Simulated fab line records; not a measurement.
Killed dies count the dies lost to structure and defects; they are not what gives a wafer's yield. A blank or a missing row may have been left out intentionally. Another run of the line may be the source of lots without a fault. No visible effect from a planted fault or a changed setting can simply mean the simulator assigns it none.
Chamber matching | flow gf180mcu | GF_STI_ETCH_14 on rie-si-01: 4 sister chambers
The step etches Si in HBr/Cl2/O2, target depth 360 nm, time 102.9 s. 8 wafers are shown with their chamber, then 7 later ones without.

## WAFERS PAIRED WITH THEIR CHAMBERS
wafer  | chamber | drypump-motor-current-A (A) | run-length-s (s)
L232.4 | 0       | 5.16                        | 131.5
L233.1 | 2       | 6.12                        | 130.6
L233.2 | 0       | 5.15                        | 131.3
L233.4 | 2       | 6.11                        | 130.7
L235.6 | 3       | 5.19                        | 130.9
L237.2 | 3       | 5.20                        | 131.1
L237.4 | 1       | 5.89                        | 131.6
L237.6 | 1       | 5.93                        | 131.7

## WAFERS WITH NO CHAMBER GIVEN
wafer  | drypump-motor-current-A (A) | run-length-s (s)
L239.1 | 5.16                        | 131.5
L239.3 | 5.90                        | 131.0
L239.5 | 6.16                        | 131.1
L243.1 | 5.20                        | 131.6
L243.2 | 6.09                        | 131.2
L246.2 | 6.08                        | 131.0
L246.6 | 5.21                        | 131.0

## EACH ONE'S CHAMBER
wafer  | from the rows above     | in truth
L239.1 | 0                       | 0
L239.3 | 1                       | 1
L239.5 | 2                       | 2
L243.1 | can't be placed: 0 or 3 | 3
L243.2 | 2                       | 2
L246.2 | 2                       | 2
L246.6 | 3                       | 3
Correctly placed: 6 of 7. These rows do not allow placing 1 (true chamber among the candidates in 1). Number placed wrongly: 0.
How it was worked out, from the rows above alone: a wafer's distance from a chamber is the root of the sum, over the readings, of the square of ((its reading less the chamber's mean) divided by the reading's scatter). The wafer belongs to the nearest chamber; if the next one is less than 2 further off, it can't be placed. Each chamber's mean is taken over the wafers shown for it. The scatter: take each reading less its chamber's mean, square it, sum over the shown wafers, divide by the number of wafers less the number of chambers, and take the root.
